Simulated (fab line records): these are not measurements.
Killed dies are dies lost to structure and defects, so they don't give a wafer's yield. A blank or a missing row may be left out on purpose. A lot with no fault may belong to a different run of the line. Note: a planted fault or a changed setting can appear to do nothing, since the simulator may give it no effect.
What tool caused it? || flow gf180mcu || 14 lots with 42 wafers sampled at 5 steps, on a route of 602 steps

== WHAT EACH GAUGE READ, for each wafer ==
GF_LVPWELL_OVL_MEAS_07. Usual: LVPWELL_OVL gives 0.1 nm (standard deviation 1.2).
{"lot": "L493", "measured": "day 3 20:18", "on": "overlay-02", "LVPWELL_OVL (nm)": "-1.0 0.2 1.9", "flag": ""}
{"lot": "L495", "measured": "day 4 07:56", "on": "overlay-02", "LVPWELL_OVL (nm)": "-1.1 0.8 1.2", "flag": ""}
{"lot": "L496", "measured": "day 4 11:44", "on": "overlay-02", "LVPWELL_OVL (nm)": "-0.6 -0.5 1.3", "flag": ""}
{"lot": "L497", "measured": "day 4 18:32", "on": "overlay-02", "LVPWELL_OVL (nm)": "1.0 2.3 -1.0", "flag": ""}
{"lot": "L498", "measured": "day 5 00:14", "on": "overlay-01", "LVPWELL_OVL (nm)": "-1.8 0.4 -0.4", "flag": ""}
{"lot": "L499", "measured": "day 5 05:20", "on": "overlay-02", "LVPWELL_OVL (nm)": "-0.7 -0.3 1.4", "flag": ""}
{"lot": "L501", "measured": "day 5 16:36", "on": "overlay-01", "LVPWELL_OVL (nm)": "-0.8 -0.5 0.8", "flag": ""}
{"lot": "L502", "measured": "day 6 00:47", "on": "overlay-01", "LVPWELL_OVL (nm)": "-0.6 0.7 0.0", "flag": ""}
{"lot": "L510", "measured": "day 7 21:38", "on": "overlay-01", "LVPWELL_OVL (nm)": "-1.2 0.9 1.2", "flag": ""}
{"lot": "L512", "measured": "day 8 08:23", "on": "overlay-02", "LVPWELL_OVL (nm)": "-2.4 1.0 -0.8", "flag": ""}
{"lot": "L513", "measured": "day 8 15:41", "on": "overlay-01", "LVPWELL_OVL (nm)": "0.0 0.6 0.2", "flag": ""}
{"lot": "L514", "measured": "day 8 19:52", "on": "overlay-01", "LVPWELL_OVL (nm)": "0.0 -3.3 -0.3", "flag": ""}
{"lot": "L515", "measured": "day 9 01:29", "on": "overlay-01", "LVPWELL_OVL (nm)": "1.0 2.2 0.0", "flag": ""}
{"lot": "L516", "measured": "day 9 05:44", "on": "overlay-01", "LVPWELL_OVL (nm)": "0.0 0.3 -0.4", "flag": ""}

GF_VT_IMPLANT_TW_MEAS_43. Usual: VT_IMPLANT_4_TW gives 687 (standard deviation 5.1).
{"lot": "L493", "measured": "day 7 11:40", "on": "film-metro-01", "VT_IMPLANT_4_TW": "693 689 690", "flag": ""}
{"lot": "L495", "measured": "day 8 02:10", "on": "film-metro-01", "VT_IMPLANT_4_TW": "696 695 692", "flag": ""}
{"lot": "L496", "measured": "day 8 07:43", "on": "film-metro-02", "VT_IMPLANT_4_TW": "687 689 688", "flag": ""}
{"lot": "L497", "measured": "day 8 15:01", "on": "film-metro-04", "VT_IMPLANT_4_TW": "683 681 677", "flag": ""}
{"lot": "L498", "measured": "day 8 21:40", "on": "film-metro-04", "VT_IMPLANT_4_TW": "681 681 679", "flag": ""}
{"lot": "L499", "measured": "day 9 03:55", "on": "film-metro-04", "VT_IMPLANT_4_TW": "691 687 686", "flag": ""}
{"lot": "L501", "measured": "day 9 17:50", "on": "film-metro-01", "VT_IMPLANT_4_TW": "692 694 692", "flag": ""}
{"lot": "L502", "measured": "day 10 03:13", "on": "film-metro-04", "VT_IMPLANT_4_TW": "683 683 683", "flag": ""}
{"lot": "L510", "measured": "day 12 07:52", "on": "film-metro-02", "VT_IMPLANT_4_TW": "1136 1141 1139", "flag": "OFF"}
{"lot": "L512", "measured": "day 12 21:34", "on": "film-metro-04", "VT_IMPLANT_4_TW": "1131 1129 1134", "flag": "OFF"}
{"lot": "L513", "measured": "day 13 05:25", "on": "film-metro-02", "VT_IMPLANT_4_TW": "690 687 684", "flag": ""}
{"lot": "L514", "measured": "day 13 11:16", "on": "film-metro-01", "VT_IMPLANT_4_TW": "700 701 702", "flag": ""}
{"lot": "L515", "measured": "day 13 18:46", "on": "film-metro-04", "VT_IMPLANT_4_TW": "685 686 688", "flag": ""}
{"lot": "L516", "measured": "day 13 22:01", "on": "film-metro-02", "VT_IMPLANT_4_TW": "685 687 681", "flag": ""}

GF_POLY_GATE_CD_MEAS_10 targets a cd of 280 nm. Usual: cd-nm 280.3 nm, standard deviation 1.1.
{"lot": "L493", "measured": "day 9 03:43", "on": "cd-sem-02", "cd-nm (nm)": "280.2 280.3 279.3", "flag": ""}
{"lot": "L495", "measured": "day 9 16:59", "on": "cd-sem-01", "cd-nm (nm)": "280.9 280.4 280.9", "flag": ""}
{"lot": "L496", "measured": "day 9 23:53", "on": "cd-sem-01", "cd-nm (nm)": "281.2 282.0 281.1", "flag": ""}
{"lot": "L497", "measured": "day 10 07:19", "on": "cd-sem-01", "cd-nm (nm)": "279.3 278.7 278.8", "flag": ""}
{"lot": "L498", "measured": "day 10 17:01", "on": "cd-sem-02", "cd-nm (nm)": "281.8 282.0 282.5", "flag": ""}
{"lot": "L499", "measured": "day 10 22:25", "on": "cd-sem-01", "cd-nm (nm)": "279.7 279.6 279.1", "flag": ""}
{"lot": "L501", "measured": "day 11 13:38", "on": "cd-sem-01", "cd-nm (nm)": "279.2 280.7 280.9", "flag": ""}
{"lot": "L502", "measured": "day 11 23:34", "on": "cd-sem-01", "cd-nm (nm)": "281.5 281.9 280.4", "flag": ""}
{"lot": "L510", "measured": "day 14 08:26", "on": "cd-sem-01", "cd-nm (nm)": "280.1 280.8 280.3", "flag": ""}
{"lot": "L512", "measured": "day 14 22:08", "on": "cd-sem-02", "cd-nm (nm)": "279.0 280.6 280.7", "flag": ""}
{"lot": "L513", "measured": "day 15 05:02", "on": "cd-sem-01", "cd-nm (nm)": "279.6 280.9 280.1", "flag": ""}
{"lot": "L514", "measured": "day 15 12:55", "on": "cd-sem-02", "cd-nm (nm)": "280.0 280.8 280.5", "flag": ""}
{"lot": "L515", "measured": "day 15 21:23", "on": "cd-sem-01", "cd-nm (nm)": "277.0 278.7 279.1", "flag": ""}
{"lot": "L516", "measured": "day 15 23:04", "on": "cd-sem-02", "cd-nm (nm)": "281.9 280.3 282.0", "flag": ""}

GF_HV_LDD_CD_MEAS_31 targets a cd of 400 nm. Usual: cd-nm 399.9 nm, standard deviation 1.9.
{"lot": "L493", "measured": "day 11 10:14", "on": "cd-sem-01", "cd-nm (nm)": "401.3 402.3 401.1", "flag": ""}
{"lot": "L495", "measured": "day 12 01:47", "on": "cd-sem-01", "cd-nm (nm)": "398.1 399.6 398.0", "flag": ""}
{"lot": "L496", "measured": "day 12 09:47", "on": "cd-sem-02", "cd-nm (nm)": "399.7 398.5 397.4", "flag": ""}
{"lot": "L497", "measured": "day 12 17:11", "on": "cd-sem-02", "cd-nm (nm)": "400.3 400.3 399.5", "flag": ""}
{"lot": "L498", "measured": "day 13 02:51", "on": "cd-sem-02", "cd-nm (nm)": "402.9 399.1 401.7", "flag": ""}
{"lot": "L499", "measured": "day 13 10:20", "on": "cd-sem-02", "cd-nm (nm)": "398.3 400.0 398.8", "flag": ""}
{"lot": "L501", "measured": "day 14 02:54", "on": "cd-sem-02", "cd-nm (nm)": "398.0 400.0 398.0", "flag": ""}
{"lot": "L502", "measured": "day 14 14:37", "on": "cd-sem-01", "cd-nm (nm)": "398.3 397.1 400.4", "flag": ""}
{"lot": "L510", "measured": "day 17 05:37", "on": "cd-sem-02", "cd-nm (nm)": "399.2 400.9 401.3", "flag": ""}
{"lot": "L512", "measured": "day 17 19:47", "on": "cd-sem-01", "cd-nm (nm)": "399.9 397.1 398.5", "flag": ""}
{"lot": "L513", "measured": "day 18 04:43", "on": "cd-sem-01", "cd-nm (nm)": "401.2 399.2 400.9", "flag": ""}
{"lot": "L514", "measured": "day 18 12:10", "on": "cd-sem-02", "cd-nm (nm)": "400.0 397.9 397.1", "flag": ""}
{"lot": "L515", "measured": "day 18 21:05", "on": "cd-sem-02", "cd-nm (nm)": "403.1 402.0 402.4", "flag": ""}
{"lot": "L516", "measured": "day 18 22:40", "on": "cd-sem-02", "cd-nm (nm)": "398.5 398.0 394.9", "flag": ""}

== WHAT TOOL EACH LOT RAN ON (gives the tool, then ch and the chambers of the sampled wafers, and finally the start) ==
{"lot": "L493", "GF_VT_IMPLANT_IMPLANT_41": "implanter-02 ch 0, day 7 11:25"}
{"lot": "L495", "GF_VT_IMPLANT_IMPLANT_41": "implanter-02 ch 0, day 8 01:55"}
{"lot": "L496", "GF_VT_IMPLANT_IMPLANT_41": "implanter-03 ch 0, day 8 07:28"}
{"lot": "L497", "GF_VT_IMPLANT_IMPLANT_41": "implanter-03 ch 0, day 8 14:46"}
{"lot": "L498", "GF_VT_IMPLANT_IMPLANT_41": "implanter-04 ch 0, day 8 21:26"}
{"lot": "L499", "GF_VT_IMPLANT_IMPLANT_41": "implanter-04 ch 0, day 9 03:40"}
{"lot": "L501", "GF_VT_IMPLANT_IMPLANT_41": "implanter-02 ch 0, day 9 17:38"}
{"lot": "L502", "GF_VT_IMPLANT_IMPLANT_41": "implanter-04 ch 0, day 10 02:59"}
{"lot": "L510", "GF_VT_IMPLANT_IMPLANT_41": "implanter-03 ch 0, day 12 07:37"}
{"lot": "L512", "GF_VT_IMPLANT_IMPLANT_41": "implanter-03 ch 0, day 12 21:19"}
{"lot": "L513", "GF_VT_IMPLANT_IMPLANT_41": "implanter-04 ch 0, day 13 05:11"}
{"lot": "L514", "GF_VT_IMPLANT_IMPLANT_41": "implanter-02 ch 0, day 13 11:01"}
{"lot": "L515", "GF_VT_IMPLANT_IMPLANT_41": "implanter-04 ch 0, day 13 18:32"}
{"lot": "L516", "GF_VT_IMPLANT_IMPLANT_41": "implanter-02 ch 0, day 13 21:46"}
- GF_VT_IMPLANT_IMPLANT_41

== AS READ BY THE TOOLS THEMSELVES (means over the sampled wafers that have a number; for cases with no such wafer, the mark the record gives instead) ==
GF_VT_IMPLANT_IMPLANT_41. Usual: beam-on-s 10.00 s, standard deviation 0.21; dose-ions-cm2 1.0129e+12, standard deviation 9.8e+08; faraday-current-uA 5.72, standard deviation 0.12.
{"lot": "L493", "tool": "implanter-02", "beam-on-s (s)": 9.84, "dose-ions-cm2": 1.0139e+12, "faraday-current-uA": 5.80, "flag": ""}
{"lot": "L495", "tool": "implanter-02", "beam-on-s (s)": 9.94, "dose-ions-cm2": 1.0121e+12, "faraday-current-uA": 5.74, "flag": ""}
{"lot": "L496", "tool": "implanter-03", "beam-on-s (s)": 9.94, "dose-ions-cm2": 1.0129e+12, "faraday-current-uA": 5.75, "flag": ""}
{"lot": "L497", "tool": "implanter-03", "beam-on-s (s)": 9.80, "dose-ions-cm2": 1.0134e+12, "faraday-current-uA": 5.83, "flag": ""}
{"lot": "L498", "tool": "implanter-04", "beam-on-s (s)": 10.02, "dose-ions-cm2": 1.0133e+12, "faraday-current-uA": 5.70, "flag": ""}
{"lot": "L499", "tool": "implanter-04", "beam-on-s (s)": 9.97, "dose-ions-cm2": 1.0127e+12, "faraday-current-uA": 5.73, "flag": ""}
{"lot": "L501", "tool": "implanter-02", "beam-on-s (s)": 10.04, "dose-ions-cm2": 1.0128e+12, "faraday-current-uA": 5.68, "flag": ""}
{"lot": "L502", "tool": "implanter-04", "beam-on-s (s)": 10.04, "dose-ions-cm2": 1.0131e+12, "faraday-current-uA": 5.70, "flag": ""}
{"lot": "L510", "tool": "implanter-03", "beam-on-s (s)": 10.25, "dose-ions-cm2": 5.0252e+12, "faraday-current-uA": 27.61, "flag": "OFF"}
{"lot": "L512", "tool": "implanter-03", "beam-on-s (s)": 9.94, "dose-ions-cm2": 5.0274e+12, "faraday-current-uA": 28.46, "flag": "OFF"}
{"lot": "L513", "tool": "implanter-04", "beam-on-s (s)": 9.83, "dose-ions-cm2": 1.0126e+12, "faraday-current-uA": 5.82, "flag": ""}
{"lot": "L514", "tool": "implanter-02", "beam-on-s (s)": 10.02, "dose-ions-cm2": 1.0119e+12, "faraday-current-uA": 5.71, "flag": ""}
{"lot": "L515", "tool": "implanter-04", "beam-on-s (s)": 9.93, "dose-ions-cm2": 1.0131e+12, "faraday-current-uA": 5.76, "flag": ""}
{"lot": "L516", "tool": "implanter-02", "beam-on-s (s)": 10.00, "dose-ions-cm2": 1.0119e+12, "faraday-current-uA": 5.69, "flag": ""}

== THE ANSWER, worked out from the rows above alone ==
Rule: lot off if the mean of its wafers having a number is beyond 3 standard deviations from the usual mean. Also off: a lot with no number at a reading for which 4 or more lots have one. Any other lot the step has rows for is counted as sound. After the gauges, taken in route order, come the tools' own readings; for these a lot's mean is taken, as printed above. At the first step where some lot is off, the reading lying furthest off is the one used; lots without a number count as furthest.
Off: L510, L512, seen at GF_VT_IMPLANT_TW_MEAS_43 (VT_IMPLANT_4_TW).
A tool fits if, at a process step before that reading, it ran every lot that is off, and no sound lot after the first of them. Not tried: the gauges at GF_VT_IMPLANT_TW_MEAS_43; whatever is off there is also off at GF_VT_IMPLANT_IMPLANT_41, on other tools, and gauge error can't account for it. One fits: GF_VT_IMPLANT_IMPLANT_41 on implanter-03. A fault onset in the window from L497 (day 8 14:46, its last sound lot) to L510 (day 12 07:37, its first lot off) fits.
The tool's own readings at GF_VT_IMPLANT_IMPLANT_41 bear it out: on the lots that are off they differ by more than 5 times the standard deviation of the sound lots' means. dose-ions-cm2 reads 5.0263e+12 there against 1.0128e+12 on the sound lots; faraday-current-uA reads 28.04 there against 5.74 on the sound lots.

== WHAT THE SIMULATOR HAD INSERTED ==
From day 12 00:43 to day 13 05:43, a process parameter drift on implanter-03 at GF_VT_IMPLANT_IMPLANT_41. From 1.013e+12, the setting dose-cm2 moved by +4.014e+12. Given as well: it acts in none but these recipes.
Lots struck among those shown: L510, L512. The rule above found the same.
